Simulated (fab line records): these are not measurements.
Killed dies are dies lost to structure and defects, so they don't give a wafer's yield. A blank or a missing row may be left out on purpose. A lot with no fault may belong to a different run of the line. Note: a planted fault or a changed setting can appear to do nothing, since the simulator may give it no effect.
fab line records ; flow sfq_line ; part 2 of 2: steps 29 to 37 of 37
record lots=5; wafers=15; last_day=89
route steps=325 shown I5@231 C5@240 M6@251 I6@266
lots that met no fault: taken from a fault-free run of the same line
start_h: the number of hours between the record's first day and the start of the first shown wafer of the lot ; wait_h: hours from the lot's prior step to this one ; " repeats the value in the row above ; L1.1+2: one row covering several wafers at once ; - value missing, or start not given ; * or withheld: withheld ; < > ~ a bound
route shown NAME@n: a module of which the file shows steps, and the number in the route of the first ; usual: average and standard deviation across the fault-free wafers ; same: alike in all rows ; chamber/n: place in a boat ; sites: the reading at each site ; _std_site: the standard deviation of these ; _edge_site: outer sites' mean less inner sites' ; radius_mm: how far each site lies from the wafer's centre ; mask NAME#n: copy n ; behind: the last tool/chamber to shape the wafer ; hold: cause of the lot's hold/its duration in hours/its outcome ; device: the n, p or np transistor that did not switch ; end of line: at the end of the route, the tests of the same wafers ; a step given without rows: its recipe and nothing more ; killed: the dies lost at the first sort to structure and to defects; this is not the yield of the wafer ; map: shows each die of a wafer: x if killed, . if not, _ if none is there
set.NAME: the setting as run; set.NAME@STEP: as run at that earlier step ; model.NAME: the simulator's own value behind a step, which no gauge read
lots at some steps of the route; a table a step, a row a wafer
services: a tool's chamber out of use, with start hour (start_h, from the record's first day; less than 0 if before it), hours out, and reason
## steps
# step SFQ_TRILAYER_M6_LITHO_DEVELOP_161
# recipe time_s=60; resist=KrF
lot.wafer;tool;chamber;start_h;wait_h
L074.1+5+6;litho_track-04;0;1598.79;0.1
L081.1+3+5;litho_track-04;0;1902.92;0.1
L085.1+3+5;litho_track-04;0;1930.35;0.1
L089.3+4+5;litho_track-03;0;1945.06;0.1
L090.3+4+5;litho_track-03;0;1949.60;0.1
# step SFQ_M6_OVL_MEAS_940
# usual M6_OVL=-2/5.6
lot.wafer;tool;chamber;start_h;wait_h;M6_OVL[nm]
L074.1;overlay-02;-;1598.94;0.1;1
L074.5;overlay-02;-;1598.94;0.1;1
L074.6;overlay-02;-;1598.94;0.1;-8
L081.1;overlay-02;-;1903.07;0.1;-6
L081.3;overlay-02;-;1903.07;0.1;0
L081.5;overlay-02;-;1903.07;0.1;2
L085.1;overlay-02;-;1930.50;0.1;-6
L085.3;overlay-02;-;1930.50;0.1;-3
L085.5;overlay-02;-;1930.50;0.1;-9
L089.3;overlay-01;-;1945.17;0.1;5
L089.4;overlay-01;-;1945.17;0.1;1
L089.5;overlay-01;-;1945.17;0.1;13
L090.3;overlay-02;-;1949.71;0.1;-1
L090.4;overlay-02;-;1949.71;0.1;-9
L090.5;overlay-02;-;1949.71;0.1;-3
# step SFQ_TRILAYER_M6_BARC_OPEN_METAL_ETCH_206
# recipe mask_material=PR; chemistry=O2; target_depth_nm=125; target=BARC; icp_w=600; bias_w=80; pressure_mtorr=10; time_s=41.7
# usual drypump_motor_current_A=5.9/0.32; oes_product_au=0.685/0.0048
lot.wafer;tool;chamber;start_h;wait_h;drypump_motor_current_A;oes_product_au;rf_hours_counter_h
L074.1;rie_metal-04;1;1598.98;0.0;6.0;0.681;106
L074.5;rie_metal-04;0;1598.98;0.0;6.2;0.680;-
L074.6;rie_metal-04;1;1598.98;0.0;6.0;0.683;-
L081.1;rie_metal-04;0;1903.11;0.0;6.2;0.689;128
L081.3;rie_metal-04;0;1903.11;0.0;6.2;0.684;-
L081.5;rie_metal-04;0;1903.11;0.0;6.2;0.689;-
L085.1;rie_metal-04;1;1930.53;0.0;6.1;0.687;21
L085.3;rie_metal-04;0;1930.53;0.0;6.3;0.686;-
L085.5;rie_metal-04;0;1930.53;0.0;6.2;0.681;-
L089.3;rie_metal-04;0;1945.22;0.0;6.2;0.682;-
L089.4;rie_metal-04;1;1945.22;0.0;6.0;0.684;-
L089.5;rie_metal-04;0;1945.22;0.0;6.2;0.679;-
L090.3;rie_metal-04;1;1949.77;0.1;6.1;0.691;-
L090.4;rie_metal-04;1;1949.77;0.1;6.1;0.687;-
L090.5;rie_metal-04;1;1949.77;0.1;6.1;0.690;-
# step SFQ_TRILAYER_M6_ETCH_METAL_ETCH_162
# recipe target=Nb; stop_on=SiO2; mask_material=PR; chemistry=Cl2/Ar; target_depth_nm=240; icp_w=600; bias_w=80; pressure_mtorr=10; time_s=120
# usual drypump_motor_current_A=5.9/0.32; oes_product_au=0.897/0.007
lot.wafer;tool;chamber;start_h;wait_h;drypump_motor_current_A;oes_product_au;rf_hours_counter_h
L074.1;rie_metal-04;1;1599.04;0.0;6.0;0.895;106
L074.5;rie_metal-04;0;1599.04;0.0;6.2;0.893;-
L074.6;rie_metal-04;1;1599.04;0.0;6.1;0.893;-
L081.1;rie_metal-04;0;1903.17;0.0;6.2;0.881;128
L081.3;rie_metal-04;0;1903.17;0.0;6.2;0.900;-
L081.5;rie_metal-04;0;1903.17;0.0;6.2;0.900;-
L085.1;rie_metal-04;1;1930.59;0.0;6.1;0.896;21
L085.3;rie_metal-04;0;1930.59;0.0;6.2;0.888;-
L085.5;rie_metal-04;0;1930.59;0.0;6.2;0.898;-
L089.3;rie_metal-04;0;1945.30;0.1;6.3;0.896;-
L089.4;rie_metal-04;1;1945.30;0.1;6.0;0.902;-
L089.5;rie_metal-04;0;1945.30;0.1;6.3;0.894;-
L090.3;rie_metal-04;1;1949.93;0.1;6.1;0.901;-
L090.4;rie_metal-04;1;1949.93;0.1;6.1;0.909;-
L090.5;rie_metal-04;1;1949.93;0.1;6.1;0.906;-
# step SFQ_TRILAYER_M6_STRIP_STRIP_163
# recipe gas=O2; power_w=200; platen_temp_c=40; overash_fraction=0.65; chemistry=O2; pressure_mtorr=50
# usual drypump_motor_current_A=5.9/0.32; oes_product_au=1.006/0.008; platen_temp_c=39.99/0.11
lot.wafer;tool;chamber;start_h;wait_h;drypump_motor_current_A;oes_product_au;platen_temp_c;rf_hours_counter_h
L074.1;rie_metal-04;1;1599.16;0.1;6.0;1.004;40.00;106
L074.5;rie_metal-04;0;1599.16;0.1;6.2;1.012;39.90;-
L074.6;rie_metal-04;1;1599.16;0.1;6.1;1.002;40.10;-
L081.1;rie_metal-04;0;1903.29;0.1;6.2;1.014;39.68;128
L081.3;rie_metal-04;0;1903.29;0.1;6.2;1.010;40.03;-
L081.5;rie_metal-04;0;1903.29;0.1;6.2;1.013;39.97;-
L085.1;rie_metal-04;1;1930.72;0.1;6.1;1.010;39.94;21
L085.3;rie_metal-04;0;1930.72;0.1;6.2;0.998;40.13;-
L085.5;rie_metal-04;0;1930.72;0.1;6.2;0.999;40.08;-
L089.3;rie_metal-04;0;1945.58;0.2;6.2;1.005;39.91;-
L089.4;rie_metal-04;1;1945.58;0.2;6.1;1.011;40.23;-
L089.5;rie_metal-04;0;1945.58;0.2;6.2;0.991;39.89;-
L090.3;rie_metal-04;1;1950.50;0.5;6.1;1.008;40.07;-
L090.4;rie_metal-04;1;1950.50;0.5;6.1;1.009;40.13;-
L090.5;rie_metal-04;1;1950.50;0.5;6.1;1.004;40.16;-
# step SFQ_TRILAYER_M6_STRIP_SOLV_CLEAN_164
# recipe chemistry=NMP; temp_c=70; time_s=600
lot.wafer;tool;chamber;start_h;wait_h
L074.1+5+6;wet_bench-02;0,1,2;1599.76;0.4
L081.1+3+5;wet_bench-02;6,2,3;1903.89;0.4
L085.1+3+5;wet_bench-02;7,6,3;1931.32;0.4
L089.3+4+5;wet_bench-02;5,0,6;1945.98;0.2
L090.3+4+5;wet_bench-02;0,6,2;1951.30;0.6
# step SFQ_TRILAYER_I6_DEP_PECVD_165
# recipe material=SiO2; temp_c=150; time_s=111.11; pressure_torr=2.4; rf_w=183.3; precursor=SiH4/N2O; target_thk_nm=500
# usual heater_power_w=79/15; throttle_valve_pct=24.7/1.2
lot.wafer;tool;chamber;start_h;wait_h;heater_power_w;throttle_valve_pct
L074.1;pecvd-04;2;1599.94;0.0;72;25.2
L074.5;pecvd-04;2;1599.94;0.0;58;25.2
L074.6;pecvd-04;1;1599.94;0.0;88;25.0
L081.1;pecvd-04;1;1904.07;0.0;92;23.4
L081.3;pecvd-04;2;1904.07;0.0;73;23.8
L081.5;pecvd-04;0;1904.07;0.0;76;23.4
L085.1;pecvd-04;1;1931.49;0.0;99;23.5
L085.3;pecvd-04;2;1931.49;0.0;70;23.9
L085.5;pecvd-04;1;1931.49;0.0;82;23.4
L089.3;pecvd-04;2;1946.17;0.0;72;23.8
L089.4;pecvd-04;2;1946.17;0.0;73;23.8
L089.5;pecvd-04;1;1946.17;0.0;88;23.4
L090.3;pecvd-04;2;1951.49;0.0;66;23.9
L090.4;pecvd-04;2;1951.49;0.0;70;24.0
L090.5;pecvd-04;0;1951.49;0.0;91;23.5
# step SFQ_TRILAYER_I6_CMP_CMP_166
# recipe material=SiO2; down_force_psi=3; platen_rpm=60; pad_velocity_m_s=0.94248
# usual motor_current_A=10.0/0.97; slurry_filter_dp_kPa=13.49/0.14; time_to_endpoint_s=214/7.9
lot.wafer;tool;chamber;start_h;wait_h;motor_current_A;slurry_filter_dp_kPa;time_to_endpoint_s
L074.1;cmp-01;3;1600.01;0.0;9.5;13.73;207
L074.5;cmp-01;3;1602.01;2.0;9.1;13.35;214
L074.6;cmp-01;0;1602.01;2.0;10.8;13.39;211
L081.1;cmp-01;0;1904.15;0.0;10.8;13.64;205
L081.3;cmp-01;1;1904.15;0.0;10.7;13.40;208
L081.5;cmp-01;1;1906.65;2.5;10.7;13.11;206
L085.3;cmp-01;1;1932.07;0.5;11.1;13.55;212
L085.1;cmp-01;3;1933.07;1.5;9.5;13.57;205
L085.5;cmp-01;1;1934.07;2.5;11.4;13.45;218
L089.4;cmp-01;3;1946.25;0.0;9.4;13.33;206
L089.3;cmp-01;2;1947.75;1.5;9.9;13.37;201
L089.5;cmp-01;0;1948.75;2.5;10.5;13.67;222
L090.4;cmp-02;1;1951.57;0.0;8.8;13.55;219
L090.3;cmp-02;2;1951.57;0.0;8.6;13.47;211
L090.5;cmp-02;1;1953.57;2.0;8.8;13.32;215
# step SFQ_I6_BOW_MEAS_941
# recipe mode=bow
# usual I6_BOW=7/11
lot.wafer;tool;chamber;start_h;wait_h;I6_BOW[um]
L074.1;film_metro-03;-;1603.01;2.5;3
L074.5;film_metro-03;-;1603.01;2.5;0
L074.6;film_metro-03;-;1603.01;2.5;7
L081.1;film_metro-03;-;1907.15;2.5;23
L081.3;film_metro-03;-;1907.15;2.5;17
L081.5;film_metro-03;-;1907.15;2.5;7
L085.1;film_metro-03;-;1934.57;1.0;-1
L085.3;film_metro-03;-;1934.57;1.0;-1
L085.5;film_metro-03;-;1934.57;1.0;-16
L089.3;film_metro-01;-;1949.29;1.0;11
L089.4;film_metro-01;-;1949.29;1.0;21
L089.5;film_metro-01;-;1949.29;1.0;23
L090.3;film_metro-03;-;1954.61;2.0;10
L090.4;film_metro-03;-;1954.61;2.0;-16
L090.5;film_metro-03;-;1954.61;2.0;-11
## services
tool;chamber;start_h;hours;kind
wet_bench-02;-;1438.00;6.5;repair
pvd_sputter-06;-;1442.18;13.5;repair
krf_scanner-02;-;1442.60;1.0;pm
krf_scanner-02;-;1468.48;1.2;repair
krf_scanner-02;-;1481.09;0.7;repair
krf_scanner-02;-;1510.67;0.4;repair
krf_scanner-02;-;1522.51;0.8;pm
wet_bench-02;-;1527.93;15.3;repair
rie_metal-04;1;1535.69;44.0;repair
krf_scanner-02;-;1540.33;1.3;pm
rie_metal-04;-;1545.24;0.8;repair
rie_metal-04;0;1545.38;7.4;repair
krf_scanner-02;-;1589.03;3.6;pm
krf_scanner-02;-;1611.60;1.0;pm
wet_bench-02;-;1613.42;2.6;repair
krf_scanner-02;-;1691.16;0.8;pm
krf_scanner-02;-;1702.84;0.6;repair
krf_scanner-02;-;1707.88;9.4;repair
krf_scanner-02;-;1717.31;1.3;pm
krf_scanner-02;-;1781.14;1.0;pm
krf_scanner-02;-;1799.24;14.9;repair
krf_scanner-02;-;1860.00;0.8;pm
krf_scanner-02;-;1891.87;1.3;pm
krf_scanner-02;-;1950.60;1.0;pm
